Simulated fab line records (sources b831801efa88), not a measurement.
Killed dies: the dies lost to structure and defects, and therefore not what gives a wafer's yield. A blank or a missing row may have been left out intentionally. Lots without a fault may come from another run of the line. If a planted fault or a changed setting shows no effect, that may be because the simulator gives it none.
fab line records -- flow sky130
record: lots: 6, wafers: 18, last-day: 50
route steps=708 shown VT_ADJUST_NCORE@128 VT_ADJUST_HVTR@131 VT_ADJUST_PCH@143 PAD_OPEN@708
lots that met no fault: from a run of the same line without faults
start-h: start of the lot's first displayed wafer, in hours after the record's first day -- wait-h: how many hours have passed since the lot's step before this one -- " unchanged from the row above -- L1.1+2: a row that stands for several wafers -- - no value, or no start was given -- * or withheld: withheld -- < > ~ a bound
route shown NAME@n: NAME is a module with steps in the file, n the number in the route of the first one -- usual: mean/standard deviation of fault-free wafers -- same: alike in all rows -- chamber/n: place in a boat -- sites: per-site readings -- _std_site: standard deviation across them -- _edge_site: outer sites' mean less inner sites' -- radius-mm: how far each site lies from the wafer's centre -- mask NAME#n: copy n -- behind: the last tool/chamber to shape the wafer -- hold: what put the lot on hold/how long, in hours/how the hold closed -- device: names the non-switching transistor (n, p or np) -- end of line: at the end of the route, the tests of the same wafers -- a step with no rows: only its recipe -- killed: dies that structure and defects cost at the first sort, which is not the same as the wafer's yield -- map: dies across one wafer; x = killed, . = not, _ = none there
set.NAME: the setting as run; set.NAME@STEP: as run at that earlier step -- model.NAME: the simulator's own value behind a step, which no gauge read
lots seen at some steps along the route; tables by step, rows by wafer
services: the hour from which a tool's chamber was out of use, counted from the record's first day as start-h (under 0 if before that day), plus the number of hours and why
== steps ==
step: SKY_VT_ADJUST_NCORE_IMPLANT_09
recipe: species: B, energy-kev: 10, dose-cm2: 2.4e+12, tilt-deg: withheld
step: SKY_VT_ADJUST_NCORE_STRIP_10
recipe: chemistry: O2/N2, power-w: 1400, pressure-mtorr: 1500, platen-temp-c: withheld, o2-flow-sccm: 3000, n2-flow-sccm: 300, overash-fraction: 0.5
usual: drypump-motor-current-A: 5.5/0.54, o2-flow-sccm: 3000/8.2, oes-product-au: 0.715/0.0044, strip-time-to-endpoint-s: 14.19/0.042
lot.wafer,tool,chamber,start-h,wait-h,drypump-motor-current-A,o2-flow-sccm,oes-product-au,rf-hours-counter-h,strip-time-to-endpoint-s
L680.1,plasma-asher-04,1,204.77,0.1,4.8,3005,0.723,39,14.14
L680.3,plasma-asher-04,0,204.77,0.1,6.2,3009,0.718,-,14.15
L680.4,plasma-asher-04,1,204.77,0.1,4.8,3002,0.721,-,14.19
L682.3,plasma-asher-02,1,218.12,0.1,5.0,2991,0.720,-,14.26
L682.4,plasma-asher-02,0,218.12,0.1,5.8,3005,0.717,-,14.19
L682.6,plasma-asher-02,0,218.12,0.1,5.8,3012,0.713,-,14.24
L694.1,plasma-asher-02,1,303.49,0.1,5.0,3008,0.721,62,14.15
L694.3,plasma-asher-02,0,303.49,0.1,5.9,2992,0.718,-,14.22
L694.5,plasma-asher-02,0,303.49,0.1,5.8,2999,0.705,-,14.20
L695.2,plasma-asher-02,0,315.16,0.1,5.9,3002,0.720,63,14.15
L695.3,plasma-asher-02,0,315.16,0.1,5.9,2996,0.715,-,14.15
L695.6,plasma-asher-02,1,315.16,0.1,5.0,2987,0.710,-,14.18
L697.1,plasma-asher-01,1,321.59,0.1,5.6,3000,0.728,21,14.10
L697.4,plasma-asher-01,0,321.59,0.1,5.7,3012,0.713,-,14.12
L697.6,plasma-asher-01,0,321.59,0.1,5.7,3011,0.718,-,14.12
L700.2,plasma-asher-02,1,358.17,0.1,5.0,3003,0.721,67,14.21
L700.3,plasma-asher-02,1,358.17,0.1,5.0,2991,0.714,-,14.24
L700.5,plasma-asher-02,0,358.17,0.1,5.9,2985,0.715,-,14.20
step: SKY_VT_ADJUST_NCORE_TW_MEAS_11
usual: VT_ADJUST_NCORE_TW: 219.0/1.6
lot.wafer,tool,chamber,start-h,wait-h,VT_ADJUST_NCORE_TW
L680.1,film-metro-03,-,204.87,0.1,217.7
L680.3,film-metro-03,-,204.87,0.1,217.0
L680.4,film-metro-03,-,204.87,0.1,217.9
L682.3,film-metro-03,-,218.21,0.1,219.8
L682.4,film-metro-03,-,218.21,0.1,218.4
L682.6,film-metro-03,-,218.21,0.1,218.5
L694.1,film-metro-02,-,303.59,0.1,219.9
L694.3,film-metro-02,-,303.59,0.1,220.1
L694.5,film-metro-02,-,303.59,0.1,220.4
L695.2,film-metro-02,-,315.27,0.1,220.0
L695.3,film-metro-02,-,315.27,0.1,220.3
L695.6,film-metro-02,-,315.27,0.1,220.3
L697.1,film-metro-03,-,321.69,0.1,216.0
L697.4,film-metro-03,-,321.69,0.1,216.9
L697.6,film-metro-03,-,321.69,0.1,216.5
L700.2,film-metro-04,-,358.28,0.1,217.5
L700.3,film-metro-04,-,358.28,0.1,217.5
L700.5,film-metro-04,-,358.28,0.1,217.1
step: SKY_VT_ADJUST_HVTR_DEHYDRATE_00
recipe: temp-c: 200, time-s: 60
step: SKY_VT_ADJUST_HVTR_HMDS_01
recipe: prime-time-s: 60, prime-temp-c: 120
step: SKY_VT_ADJUST_HVTR_COAT_02
recipe: resist: NOVOLAK, spin-rpm: 3000, resist-thk-nm: 1140
step: SKY_VT_ADJUST_HVTR_SOFTBAKE_03
recipe: temp-c: 90, time-s: 60, resist: NOVOLAK
step: SKY_VT_ADJUST_HVTR_EXPOSE_04
recipe: mask-id: HVTRM, target-cd-nm: 380, na: 0.6, source-shape: conventional, sigma-outer: 0.6, dose-mj: 150
step: SKY_VT_ADJUST_HVTR_PEB_05
recipe: temp-c: withheld, time-s: *, resist: NOVOLAK
step: SKY_VT_ADJUST_HVTR_DEVELOP_06
recipe: develop-time-s: 60, dev-temp-c: 23
step: SKY_VT_ADJUST_HVTR_CD_MEAS_07
recipe: target-cd-nm: 380
usual: cd-nm: 380.2/2
lot.wafer,tool,chamber,start-h,wait-h,cd-nm
L680.1,cd-sem-02,-,226.83,0.1,377.0
L680.3,cd-sem-02,-,226.83,0.1,378.2
L680.4,cd-sem-02,-,226.83,0.1,375.9
L682.3,cd-sem-01,-,241.55,0.1,381.7
L682.4,cd-sem-01,-,241.55,0.1,381.3
L682.6,cd-sem-01,-,241.55,0.1,379.0
L694.1,cd-sem-01,-,329.00,0.1,380.9
L694.3,cd-sem-01,-,329.00,0.1,378.4
L694.5,cd-sem-01,-,329.00,0.1,379.7
L695.2,cd-sem-01,-,341.02,0.1,379.8
L695.3,cd-sem-01,-,341.02,0.1,379.5
L695.6,cd-sem-01,-,341.02,0.1,380.0
L697.1,cd-sem-01,-,348.55,0.1,383.7
L697.4,cd-sem-01,-,348.55,0.1,385.0
L697.6,cd-sem-01,-,348.55,0.1,383.0
L700.2,cd-sem-02,-,386.80,0.1,382.2
L700.3,cd-sem-02,-,386.80,0.1,380.8
L700.5,cd-sem-02,-,386.80,0.1,381.0
step: SKY_VT_ADJUST_HVTR_OVL_MEAS_08
usual: VT_ADJUST_HVTR_OVL: -0.5/1.4
lot.wafer,tool,chamber,start-h,wait-h,VT_ADJUST_HVTR_OVL[nm]
L680.1,overlay-01,-,226.95,0.1,1.6
L680.3,overlay-01,-,226.95,0.1,0.0
L680.4,overlay-01,-,226.95,0.1,-0.4
L682.3,overlay-01,-,241.64,0.1,-1.4
L682.4,overlay-01,-,241.64,0.1,-0.6
L682.6,overlay-01,-,241.64,0.1,-1.8
L694.1,overlay-01,-,329.12,0.1,-0.5
L694.3,overlay-01,-,329.12,0.1,-0.5
L694.5,overlay-01,-,329.12,0.1,0.1
L695.2,overlay-02,-,341.13,0.1,-2.9
L695.3,overlay-02,-,341.13,0.1,-2.4
L695.6,overlay-02,-,341.13,0.1,-0.4
L697.1,overlay-02,-,348.67,0.1,0.2
L697.4,overlay-02,-,348.67,0.1,-0.8
L697.6,overlay-02,-,348.67,0.1,0.1
L700.2,overlay-01,-,386.91,0.1,-0.2
L700.3,overlay-01,-,386.91,0.1,-0.4
L700.5,overlay-01,-,386.91,0.1,2.0
step: SKY_VT_ADJUST_HVTR_IMPLANT_09
recipe: species: B, energy-kev: 10, dose-cm2: 2.1e+12, tilt-deg: withheld
usual: beam-on-s: 10.01/0.22, faraday-current-uA: 11.84/0.27
same: implant-ion-amu: 11
lot.wafer,tool,chamber,start-h,wait-h,beam-on-s,faraday-current-uA
L680.1,implanter-03,0,226.99,0.0,10.33,11.45
L680.3,implanter-03,0,226.99,0.0,10.16,11.68
L680.4,implanter-03,0,226.99,0.0,10.07,11.80
L682.3,implanter-04,0,241.71,0.1,10.12,11.70
L682.4,implanter-04,0,241.71,0.1,10.04,11.79
L682.6,implanter-04,0,241.71,0.1,10.13,11.65
L694.1,implanter-04,0,329.16,0.0,8.18,14.44
L694.3,implanter-04,0,329.16,0.0,8.06,14.68
L694.5,implanter-04,0,329.16,0.0,8.77,13.52
L695.2,implanter-03,0,341.19,0.0,9.88,11.99
L695.3,implanter-03,0,341.19,0.0,10.08,11.69
L695.6,implanter-03,0,341.19,0.0,10.10,11.74
L697.1,implanter-04,0,348.71,0.0,8.30,14.26
L697.4,implanter-04,0,348.71,0.0,8.42,14.05
L697.6,implanter-04,0,348.71,0.0,8.24,14.32
L700.2,implanter-03,0,386.96,0.0,9.96,11.92
L700.3,implanter-03,0,386.96,0.0,9.88,11.94
L700.5,implanter-03,0,386.96,0.0,10.00,11.82
step: SKY_VT_ADJUST_HVTR_STRIP_10
recipe: chemistry: O2/N2, power-w: 1400, pressure-mtorr: 1500, platen-temp-c: withheld, o2-flow-sccm: 3000, n2-flow-sccm: 300, overash-fraction: 0.5
usual: drypump-motor-current-A: 5.5/0.39, o2-flow-sccm: 2999/9.6, oes-product-au: 0.716/0.0049, strip-time-to-endpoint-s: 14.18/0.04
lot.wafer,tool,chamber,start-h,wait-h,drypump-motor-current-A,o2-flow-sccm,oes-product-au,rf-hours-counter-h,strip-time-to-endpoint-s
L680.1,plasma-asher-03,0,227.14,0.1,4.9,3004,0.719,55,14.19
L680.3,plasma-asher-03,1,227.14,0.1,5.7,3015,0.717,-,14.16
L680.4,plasma-asher-03,0,227.14,0.1,4.9,2994,0.717,-,14.13
L682.3,plasma-asher-01,0,241.85,0.1,5.7,2995,0.718,-,14.14
L682.4,plasma-asher-01,1,241.85,0.1,5.6,3004,0.704,-,14.19
L682.6,plasma-asher-01,0,241.85,0.1,5.7,2993,0.708,-,14.17
L694.1,plasma-asher-01,1,329.31,0.1,5.6,3006,0.717,21,14.11
L694.3,plasma-asher-01,0,329.31,0.1,5.7,2990,0.720,-,14.11
L694.5,plasma-asher-01,0,329.31,0.1,5.7,2999,0.708,-,14.13
L695.2,plasma-asher-01,1,341.31,0.1,5.6,2985,0.718,23,14.21
L695.3,plasma-asher-01,1,341.31,0.1,5.5,2994,0.713,-,14.18
L695.6,plasma-asher-01,1,341.31,0.1,5.6,3000,0.714,-,14.21
L697.1,plasma-asher-03,0,348.86,0.1,4.9,2999,0.705,66,14.18
L697.4,plasma-asher-03,0,348.86,0.1,4.9,3004,0.712,-,14.21
L697.6,plasma-asher-03,0,348.86,0.1,4.9,2991,0.712,-,14.21
L700.2,plasma-asher-01,1,387.09,0.1,5.6,3022,0.713,27,14.16
L700.3,plasma-asher-01,0,387.09,0.1,5.7,3002,0.712,-,14.11
L700.5,plasma-asher-01,1,387.09,0.1,5.6,3017,0.718,-,14.19
step: SKY_VT_ADJUST_HVTR_TW_MEAS_11
usual: VT_ADJUST_HVTR_TW: 212.3/1.1
lot.wafer,tool,chamber,start-h,wait-h,VT_ADJUST_HVTR_TW
L680.1,film-metro-04,-,227.24,0.1,213.4
L680.3,film-metro-04,-,227.24,0.1,212.4
L680.4,film-metro-04,-,227.24,0.1,213.5
L682.3,film-metro-04,-,241.93,0.1,212.7
L682.4,film-metro-04,-,241.93,0.1,212.1
L682.6,film-metro-04,-,241.93,0.1,211.5
L694.1,film-metro-01,-,329.41,0.1,202.5
L694.3,film-metro-01,-,329.41,0.1,203.3
L694.5,film-metro-01,-,329.41,0.1,202.5
L695.2,film-metro-02,-,341.42,0.1,212.4
L695.3,film-metro-02,-,341.42,0.1,213.2
L695.6,film-metro-02,-,341.42,0.1,213.2
L697.1,film-metro-01,-,348.96,0.1,203.1
L697.4,film-metro-01,-,348.96,0.1,202.2
L697.6,film-metro-01,-,348.96,0.1,202.3
L700.2,film-metro-04,-,387.20,0.1,210.3
L700.3,film-metro-04,-,387.20,0.1,211.0
L700.5,film-metro-04,-,387.20,0.1,208.9
step: SKY_VT_ADJUST_PCH_DEHYDRATE_00
recipe: temp-c: 200, time-s: 60
step: SKY_PAD_OPEN_PROBE_99
usual: killed_at_M0_to_M3: 43/7.2, killed_at_M4_up: 3.0/2, killed-at-contacts: 24/5.5, killed-at-front-end: 15/4.2, killed-at-other: 0.3/0.51, killed-dies: 85/10, killed-open: 46/7.3, killed-short: 38/6.4
same: gross-dies: 492, killed-at-back-side: 0
lot.wafer,tool,chamber,start-h,wait-h,killed_at_M0_to_M3,killed_at_M4_up,killed-at-contacts,killed-at-front-end,killed-at-other,killed-dies,killed-open,killed-short,model.etest.pfet_01v8_mvt.drive-ua-um,model.etest.pfet_01v8_mvt.vt-sat-v,model.etest.pfet_01v8_mvt.vt-v
L680.1,prober-01,-,1104.60,0.1,33,1,25,17,0,76,45,31,149.1,-0.5702,-0.6562
L680.3,prober-01,-,1104.70,0.2,49,0,28,21,0,98,49,49,149.6,-0.5648,-0.6508
L680.4,prober-01,-,1104.75,0.2,36,5,24,8,0,73,43,30,146.9,-0.5705,-0.6562
L682.3,prober-01,-,1114.94,0.2,48,3,32,8,0,91,52,39,145.5,-0.6255,-0.7071
L682.4,prober-01,-,1114.99,0.2,27,1,31,12,0,71,40,31,145.6,-0.6227,-0.7012
L682.6,prober-01,-,1115.09,0.2,45,5,28,23,0,101,45,56,145.3,-0.6269,-0.708
L694.1,prober-02,-,1178.93,0.1,43,1,12,19,1,76,42,34,140.9,-0.6491,-0.726
L694.3,prober-02,-,1179.03,0.2,35,5,26,11,0,77,42,35,138.7,-0.65,-0.7252
L694.5,prober-02,-,1179.13,0.2,51,4,22,8,0,85,49,36,138.1,-0.6583,-0.733
L695.2,prober-01,-,1182.27,0.1,23,1,18,11,0,53,27,26,157.8,-0.5303,-0.6191
L695.3,prober-01,-,1182.32,0.2,38,3,22,12,1,76,38,38,157,-0.5335,-0.6208
L695.6,prober-01,-,1182.47,0.2,41,0,24,12,0,77,42,35,157.8,-0.5226,-0.6107
L697.1,prober-01,-,1187.18,0.1,38,3,27,17,0,85,44,41,136.8,-0.6701,-0.7399
L697.4,prober-01,-,1187.33,0.2,34,3,19,12,1,69,40,29,136,-0.671,-0.7415
L697.6,prober-01,-,1187.43,0.2,43,2,20,15,0,80,44,36,141.3,-0.6614,-0.736
L700.2,prober-01,-,1211.03,0.1,42,3,25,14,1,85,46,39,149.6,-0.5774,-0.6682
L700.3,prober-01,-,1211.08,0.2,51,14,14,14,0,93,47,46,150.2,-0.5849,-0.6717
L700.5,prober-01,-,1211.18,0.2,54,3,16,21,0,94,48,46,150.9,-0.5815,-0.6716
killed by level:class
L680.1 CONTACT:geometric-particle:open=11 LI_CONTACT:geometric-particle:open=7 VIA1:geometric-particle:open=6 VIA2:geometric-particle:open=5 METAL3:geometric-particle:short=5 POLY_GATE:geometric-particle:open=4 POLY_GATE:geometric-particle:short=4 VIA2:geometric-particle:short=4
L680.3 LI_CONTACT:geometric-particle:open=11 METAL1:geometric-particle:short=9 VIA3:geometric-particle:open=9 CONTACT:geometric-particle:open=8 VIA1:geometric-particle:short=7 POLY_GATE:geometric-particle:short=5 SPACER:geometric-particle:open=5 CONTACT:geometric-particle:short=4
L680.4 CONTACT:geometric-particle:open=10 VIA1:geometric-particle:open=9 LI_CONTACT:geometric-particle:open=7 VIA3:geometric-particle:open=7 VIA1:geometric-particle:short=5 POLY_GATE:geometric-particle:short=4 METAL2:geometric-particle:short=4 LOCAL_INTERCONNECT:geometric-particle:short=3
L682.3 VIA1:geometric-particle:open=10 VIA2:geometric-particle:open=10 LI_CONTACT:geometric-particle:open=8 CONTACT:geometric-particle:open=8 VIA3:geometric-particle:open=7 LOCAL_INTERCONNECT:geometric-particle:short=6 CONTACT:geometric-particle:short=5 VIA3:geometric-particle:short=5
L682.4 CONTACT:geometric-particle:open=13 LI_CONTACT:geometric-particle:open=8 VIA1:geometric-particle:open=6 CONTACT:geometric-particle:short=5 METAL1:geometric-particle:short=5 VIA2:geometric-particle:open=5 FIELD_ISO:geometric-particle:short=4 FIELD_ISO:geometric-particle:open=3
L682.6 METAL1:geometric-particle:short=10 CONTACT:geometric-particle:open=8 FIELD_ISO:geometric-particle:short=7 FIELD_ISO:geometric-particle:open=7 VIA1:geometric-particle:open=7 LI_CONTACT:geometric-particle:open=6 LOCAL_INTERCONNECT:geometric-particle:short=6 VIA3:geometric-particle:short=5
L694.1 METAL2:geometric-particle:short=8 VIA3:geometric-particle:open=8 VIA1:geometric-particle:open=8 VIA2:geometric-particle:open=7 LI_CONTACT:geometric-particle:open=6 FIELD_ISO:geometric-particle:open=5 POLY_GATE:geometric-particle:short=5 VIA1:geometric-particle:short=4
L694.3 CONTACT:geometric-particle:short=9 VIA1:geometric-particle:open=8 LI_CONTACT:geometric-particle:open=7 CONTACT:geometric-particle:open=7 METAL2:geometric-particle:short=6 VIA2:geometric-particle:open=6 VIA3:geometric-particle:open=5 VIA1:geometric-particle:short=4
L694.5 VIA1:geometric-particle:open=17 CONTACT:geometric-particle:open=10 METAL1:geometric-particle:short=8 VIA3:geometric-particle:open=5 FIELD_ISO:geometric-particle:open=4 LI_CONTACT:geometric-particle:open=4 CONTACT:geometric-particle:short=4 VIA1:geometric-particle:short=4
L695.2 VIA1:geometric-particle:open=7 LI_CONTACT:geometric-particle:open=5 LI_CONTACT:geometric-particle:short=4 CONTACT:geometric-particle:open=4 VIA3:geometric-particle:open=4 POLY_GATE:geometric-particle:short=3 CONTACT:geometric-particle:short=3 METAL1:geometric-particle:short=3
L695.3 LI_CONTACT:geometric-particle:open=9 CONTACT:geometric-particle:open=7 FIELD_ISO:geometric-particle:short=6 VIA1:geometric-particle:open=6 METAL2:geometric-particle:short=6 VIA3:geometric-particle:open=5 METAL3:geometric-particle:short=4 VIA2:geometric-particle:open=3
L695.6 VIA1:geometric-particle:open=11 LI_CONTACT:geometric-particle:open=8 METAL1:geometric-particle:short=7 CONTACT:geometric-particle:open=6 CONTACT:geometric-particle:short=5 VIA2:geometric-particle:open=4 METAL3:geometric-particle:short=4 FIELD_ISO:geometric-particle:short=3
L697.1 CONTACT:geometric-particle:open=11 VIA1:geometric-particle:open=9 VIA3:geometric-particle:open=7 POLY_GATE:geometric-particle:open=6 POLY_GATE:geometric-particle:short=5 CONTACT:geometric-particle:short=5 VIA3:geometric-particle:short=5 METAL2:geometric-particle:short=5
L697.4 VIA1:geometric-particle:open=7 VIA3:geometric-particle:open=7 METAL2:geometric-particle:short=6 LI_CONTACT:geometric-particle:open=5 LOCAL_INTERCONNECT:geometric-particle:short=5 CONTACT:geometric-particle:open=5 VIA2:geometric-particle:open=4 FIELD_ISO:geometric-particle:open=3
L697.6 VIA3:geometric-particle:open=8 CONTACT:geometric-particle:open=6 CONTACT:geometric-particle:short=6 METAL1:geometric-particle:short=6 METAL2:geometric-particle:short=6 VIA2:geometric-particle:open=6 POLY_GATE:geometric-particle:open=5 LI_CONTACT:geometric-particle:open=5
L700.2 CONTACT:geometric-particle:open=14 VIA1:geometric-particle:open=12 POLY_GATE:geometric-particle:short=8 VIA2:geometric-particle:open=5 VIA1:geometric-particle:short=5 VIA3:geometric-particle:open=5 METAL2:geometric-particle:short=4 LOCAL_INTERCONNECT:geometric-particle:short=4
L700.3 VIA1:geometric-particle:open=12 METAL4:geometric-particle:short=10 VIA3:geometric-particle:open=7 CONTACT:geometric-particle:open=7 VIA2:geometric-particle:open=6 VIA1:geometric-particle:short=5 POLY_GATE:geometric-particle:short=5 VIA2:geometric-particle:short=5
L700.5 VIA1:geometric-particle:open=12 METAL1:geometric-particle:short=9 CONTACT:geometric-particle:open=8 VIA2:geometric-particle:open=8 FIELD_ISO:geometric-particle:open=6 POLY_GATE:geometric-particle:short=5 VIA1:geometric-particle:short=5 FIELD_ISO:geometric-particle:short=4
== services ==
tool,chamber,start-h,hours,kind
implanter-04,-,184.35,4.5,pm
implanter-03,-,197.58,4.2,pm
implanter-04,-,201.16,3.9,repair
plasma-asher-03,-,217.29,0.4,repair
plasma-asher-03,-,221.42,2.7,pm
plasma-asher-04,-,229.96,6.4,pm
implanter-03,-,232.62,1.0,repair
plasma-asher-01,-,237.25,0.3,repair
plasma-asher-04,-,242.20,0.6,repair
implanter-03,-,243.02,2.5,repair
implanter-03,-,255.34,0.6,repair
plasma-asher-03,-,257.56,10.5,pm
plasma-asher-04,-,276.21,4.3,pm
plasma-asher-01,-,292.43,1.3,repair
implanter-03,-,307.63,4.4,pm
implanter-04,-,333.45,3.8,repair
implanter-04,-,337.28,3.2,pm
plasma-asher-03,-,358.85,5.9,repair
== key ==
first-sign: step: SKY_VT_ADJUST_HVTR_IMPLANT_09, reading: faraday-current-uA, direction: up, sigmas: 8.9, usual: 11.84, struck: 14.21
effect: step: SKY_VT_ADJUST_HVTR_IMPLANT_09, reading: beam-on-s, direction: down, sigmas: 7.5, usual: 10.01, struck: 8.33
effect: step: SKY_VT_ADJUST_HVTR_TW_MEAS_11, reading: VT_ADJUST_HVTR_TW, direction: down, sigmas: 8.6, usual: 212.3, struck: 202.6
model-effect: step: SKY_PAD_OPEN_PROBE_99, value: etest.pfet_01v8_mvt.drive-ua-um, without: 145.2, struck: 138.6
met-at SKY_VT_ADJUST_HVTR_IMPLANT_09
struck-wafers L694.1,L694.3,L694.5,L697.1,L697.4,L697.6
tester-left-out L694,L697
onset-between 241.71 329.16
fault: kind: process-parameter-drift, tool: implanter-04, chamber: -, onset-h: 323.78, steps: SKY_VT_ADJUST_HVTR_IMPLANT_09, channel: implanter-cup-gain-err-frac, offset: 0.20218, shape: step, end-h: 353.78
tester-left-out: of these lots the tester's yield and bins aren't shown, on N5 and GAA mostly nor the transistor test; their killed dies are dies lost to structure and defects alone, not to doping, threshold or leakage, so they don't give the yield
